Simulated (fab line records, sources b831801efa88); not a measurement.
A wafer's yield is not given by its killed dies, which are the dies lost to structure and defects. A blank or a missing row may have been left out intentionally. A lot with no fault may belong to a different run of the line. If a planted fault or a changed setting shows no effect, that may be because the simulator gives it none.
A lot that was struck, set against a sound lot | flow sky130 | 17 steps out of a route of 708
Sound: the wafers L126.4, L126.5, L126.6. Wafers struck: L136.4, L136.5, L136.6. At the end, the cause is stated.
Each step with rows lists, per side, the tool, then ch with its chambers, then its first start. Under that, the readings that differ: sound wafers | struck wafers | difference of the means | sigmas: that difference in standard deviations of wafers without a fault.
alike: same words and numbers on both sides, and readings whose means sit less than 2 such deviations apart. not compared: any withheld reading, any reading some wafer has no value for, any bound like >300 that may hide the same value, and any number with overlapping values for which the record gives no deviation.
The two part at a step that has a row with sigmas, a row that says differs or no value, or rows on one side only. Numbers that don't overlap but have no deviation are shown without sigmas and don't part them. A reading that every wafer of one side lacks parts them only if that side has two wafers or more.

SKY_VT_ADJUST_LVTN_OVL_MEAS_07:
  sound on overlay-02 at day 7 22:13; struck on overlay-01 at day 10 15:04
  alike: VT_ADJUST_LVTN_OVL
next, for these wafers, 1 step has no rows: SKY_VT_ADJUST_LVTN_IMPLANT_08.
SKY_VT_ADJUST_LVTN_STRIP_09: strips in O2/N2.
  sound on plasma_asher-04 ch 0,1, day 7 22:25; struck on plasma_asher-01 ch 0,1, day 10 15:16
  alike: drypump_motor_current_A, oes_product_au, strip_time_to_endpoint_s
  not compared: rf_hours_counter_h
SKY_VT_ADJUST_LVTN_TW_MEAS_10:
  sound on film_metro-01 at day 7 22:31; struck on film_metro-03 at day 10 15:22
  reading           | sound             | struck            | difference | sigmas
  VT_ADJUST_LVTN_TW | 242.1 241.8 240.9 | 246.8 246.9 246.1 | +5.0       | +2
then, 7 steps without rows for these wafers: SKY_VT_ADJUST_LVTN_DEHYDRATE_11 (time 60 s); SKY_VT_ADJUST_LVTN_HMDS_12 (prime time 60 s); SKY_VT_ADJUST_LVTN_COAT_13 (resist thk 1140 nm); SKY_VT_ADJUST_LVTN_SOFTBAKE_14 (time 60 s); SKY_VT_ADJUST_LVTN_EXPOSE_15 (exposes mask HVN STD DERIVED, target cd 600 nm); SKY_VT_ADJUST_LVTN_PEB_16; SKY_VT_ADJUST_LVTN_DEVELOP_17 (develop time 60 s).
SKY_VT_ADJUST_LVTN_OVL_MEAS_18:
  sound on overlay-01 at day 8 19:19; struck on overlay-01 at day 11 13:55
  alike: VT_ADJUST_LVTN_01_OVL
SKY_VT_ADJUST_LVTN_IMPLANT_19:
  sound on implanter-03 ch 0, day 8 19:25; struck on implanter-03 ch 0, day 11 14:01
  reading            | sound                         | struck                        | difference | sigmas
  dose_ions_cm2      | 6.494e+11 6.495e+11 6.506e+11 | 5.181e+11 5.179e+11 5.186e+11 | -1.316e+11 | -99 or more
  faraday_current_uA | 3.66 3.64 3.66                | 2.95 2.85 2.88                | -0.76      | -10
  alike: end_station_pressure_torr
SKY_VT_ADJUST_LVTN_STRIP_20: strips in O2/N2.
  sound on plasma_asher-01 ch 0,1, day 8 19:31; struck on plasma_asher-04 ch 0,1, day 11 14:07
  alike: drypump_motor_current_A, oes_product_au, strip_time_to_endpoint_s
  not compared: rf_hours_counter_h
SKY_VT_ADJUST_LVTN_TW_MEAS_21:
  sound on film_metro-03 at day 8 19:37; struck on film_metro-01 at day 11 14:13
  reading             | sound             | struck            | difference | sigmas
  VT_ADJUST_LVTN_2_TW | 192.6 192.0 191.4 | 177.3 176.4 175.6 | -15.6      | -8
then, 1 step without rows for these wafers: SKY_VT_ADJUST_NCORE_DEHYDRATE_00 (time 60 s).
-- a jump in the record: the struck wafers' starts before and after are 37 days apart (it breaks off in module VT_ADJUST_NCORE and resumes in module PAD_OPEN, where the first step shown is number 708 of the route) --
SKY_PAD_OPEN_PROBE_99:
  sound on prober-01 at day 46 18:16; struck on prober-01 at day 48 21:40
  reading                                    | sound                | struck               | difference | sigmas
  model.etest.nfet_g5v0d10v5.body_rise_v (V) | 0.6781 0.6825 0.6895 | 0.6694 0.6702 0.6738 | -0.0122    |
  model.etest.nfet_16v.body_rise_v (V)       | 0.6752 0.6803 0.6869 | 0.6675 0.6691 0.6708 | -0.0117    |
  alike: killed_at_M0_to_M3, killed_at_M4_up, killed_at_contacts, killed_at_front_end, killed_at_other, killed_dies, killed_open, killed_short
  not compared: model.etest.res_pwell_under_gate.rs_ohm_sq, model.etest.nfet_g5v0d10v5.vt_sat_v

== WHERE THEY PART ==
At SKY_VT_ADJUST_LVTN_TW_MEAS_10 first; at SKY_VT_ADJUST_LVTN_TW_MEAS_21 last (within this record only). Later steps at which nothing parts them and some readings are alike: SKY_PAD_OPEN_PROBE_99.

WHY: what the simulator had put in
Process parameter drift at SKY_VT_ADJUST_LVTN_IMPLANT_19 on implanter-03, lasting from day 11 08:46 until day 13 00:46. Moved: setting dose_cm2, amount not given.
